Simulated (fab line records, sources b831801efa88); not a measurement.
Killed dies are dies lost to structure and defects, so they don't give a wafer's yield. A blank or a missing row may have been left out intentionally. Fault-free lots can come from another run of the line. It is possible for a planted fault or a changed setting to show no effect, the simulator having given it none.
Split-lot experiment :: flow sky130 :: route with 708 steps; 5 lots, 23 wafers read

THE SPLIT ITSELF
At SKY_CONTACT_CMP_27 (polishes, stops on SiO2, t overpolish 15 s, target thk 0 nm), the setting tOverpolishS was moved away from the recipe's 15 s on 8 of the 23 wafers read, by -27.9% to +14.0%. All remaining wafers had this setting at the recipe value.

The split's own step is where the reading is taken.

THE READING
overpolishRunS, in s, at SKY_CONTACT_CMP_27 (polishes, stops on SiO2, t overpolish 15 s, target thk 0 nm). On this fab line, fault-free wafers typically give 15.001 s with a standard deviation of 0.0088 s.

wafer: L076.2
tool, chamber at the split: cmp-02, 3
tOverpolishS as run, s: 15
against the recipe: recipe
overpolishRunS, s: 14.994
against lot-mates on the recipe: -

wafer: L076.4
tool, chamber at the split: cmp-02, 0
tOverpolishS as run, s: 10.81
against the recipe: -27.9%
overpolishRunS, s: 10.818
against lot-mates on the recipe: -4.176

wafer: L076.3
tool, chamber at the split: cmp-02, 1
tOverpolishS as run, s: 15
against the recipe: recipe
overpolishRunS, s: 14.989
against lot-mates on the recipe: -

wafer: L076.5
tool, chamber at the split: cmp-02, 3
tOverpolishS as run, s: 15
against the recipe: recipe
overpolishRunS, s: 14.999
against lot-mates on the recipe: -

wafer: L076.6
tool, chamber at the split: cmp-02, 0
tOverpolishS as run, s: 10.81
against the recipe: -27.9%
overpolishRunS, s: 10.791
against lot-mates on the recipe: -4.203

wafer: L075.2
tool, chamber at the split: cmp-02, 3
tOverpolishS as run, s: 15
against the recipe: recipe
overpolishRunS, s: 15.010
against lot-mates on the recipe: -

wafer: L075.3
tool, chamber at the split: cmp-02, 0
tOverpolishS as run, s: 15
against the recipe: recipe
overpolishRunS, s: 15.003
against lot-mates on the recipe: -

wafer: L075.1
tool, chamber at the split: cmp-02, 1
tOverpolishS as run, s: 15
against the recipe: recipe
overpolishRunS, s: 14.995
against lot-mates on the recipe: -

wafer: L075.5
tool, chamber at the split: cmp-02, 2
tOverpolishS as run, s: 15
against the recipe: recipe
overpolishRunS, s: 14.996
against lot-mates on the recipe: -

wafer: L075.6
tool, chamber at the split: cmp-02, 3
tOverpolishS as run, s: 15
against the recipe: recipe
overpolishRunS, s: 15.025
against lot-mates on the recipe: -

wafer: L079.3
tool, chamber at the split: cmp-01, 3
tOverpolishS as run, s: 15
against the recipe: recipe
overpolishRunS, s: 14.999
against lot-mates on the recipe: -

wafer: L079.6
tool, chamber at the split: cmp-01, 3
tOverpolishS as run, s: 15
against the recipe: recipe
overpolishRunS, s: 15.010
against lot-mates on the recipe: -

wafer: L079.5
tool, chamber at the split: cmp-01, 0
tOverpolishS as run, s: 15
against the recipe: recipe
overpolishRunS, s: 15.003
against lot-mates on the recipe: -

wafer: L082.1
tool, chamber at the split: cmp-01, 1
tOverpolishS as run, s: 15
against the recipe: recipe
overpolishRunS, s: 14.988
against lot-mates on the recipe: -

wafer: L082.4
tool, chamber at the split: cmp-01, 2
tOverpolishS as run, s: 11.1
against the recipe: -26.0%
overpolishRunS, s: 11.101
against lot-mates on the recipe: -3.896

wafer: L082.3
tool, chamber at the split: cmp-01, 3
tOverpolishS as run, s: 15
against the recipe: recipe
overpolishRunS, s: 15.005
against lot-mates on the recipe: -

wafer: L082.2
tool, chamber at the split: cmp-01, 0
tOverpolishS as run, s: 11.1
against the recipe: -26.0%
overpolishRunS, s: 11.109
against lot-mates on the recipe: -3.888

wafer: L082.5
tool, chamber at the split: cmp-01, 2
tOverpolishS as run, s: 11.1
against the recipe: -26.0%
overpolishRunS, s: 11.087
against lot-mates on the recipe: -3.910

wafer: L084.4
tool, chamber at the split: cmp-01, 0
tOverpolishS as run, s: 15
against the recipe: recipe
overpolishRunS, s: 14.999
against lot-mates on the recipe: -

wafer: L084.2
tool, chamber at the split: cmp-01, 2
tOverpolishS as run, s: 15
against the recipe: recipe
overpolishRunS, s: 15.006
against lot-mates on the recipe: -

wafer: L084.1
tool, chamber at the split: cmp-01, 3
tOverpolishS as run, s: 17.1
against the recipe: +14.0%
overpolishRunS, s: 17.101
against lot-mates on the recipe: +2.098

wafer: L084.5
tool, chamber at the split: cmp-01, 0
tOverpolishS as run, s: 17.1
against the recipe: +14.0%
overpolishRunS, s: 17.107
against lot-mates on the recipe: +2.104

wafer: L084.6
tool, chamber at the split: cmp-01, 1
tOverpolishS as run, s: 17.1
against the recipe: +14.0%
overpolishRunS, s: 17.118
against lot-mates on the recipe: +2.115

THE FIT
A straight line over all 23 wafers: overpolishRunS changes by +0.15 s for each +1% of tOverpolishS; r = +1.00; the points scatter about the line by 0.0099 s.
The same after taking each lot's own level away (the mean of its wafers on the recipe; 23 wafers): +0.15 s for each +1%; r = +1.00; scatter 0.0091 s.
According to that fit, moving tOverpolishS by its largest amount changes the reading by 4.2 s.
From 14.9940 to 15.0058 s: that is the span of the lots' own levels, equal to 1.3 times the standard deviation above.
The two slopes agree, so the slope changes little with the lot-to-lot level.
Check: -4.19 s against its lot-mates is what the line predicts for one of the wafers moved furthest among these (-27.9%) when that wafer is left out of the fit. Against them it came out at -4.18 s.
Tool readings at the split's step, against how far the setting was moved: overpolishRunS r = +1.00.

THE OTHER SPLITS THESE WAFERS WENT THROUGH
Note: prior to the reading, these wafers also went through further splits. Each is held against what the fit with the lots' levels taken away leaves over:
other split on the same wafers: SKY_LOCAL_INTERCONNECT_DEVELOP_10 developTimeS
wafers away from the commonest value: 8
r with overpolishRunS (lot level and that fit taken away): -0.07

FILE'S OWN FIT
overpolishRunS changes by +0.15 s for each +1% of tOverpolishS, r = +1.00.
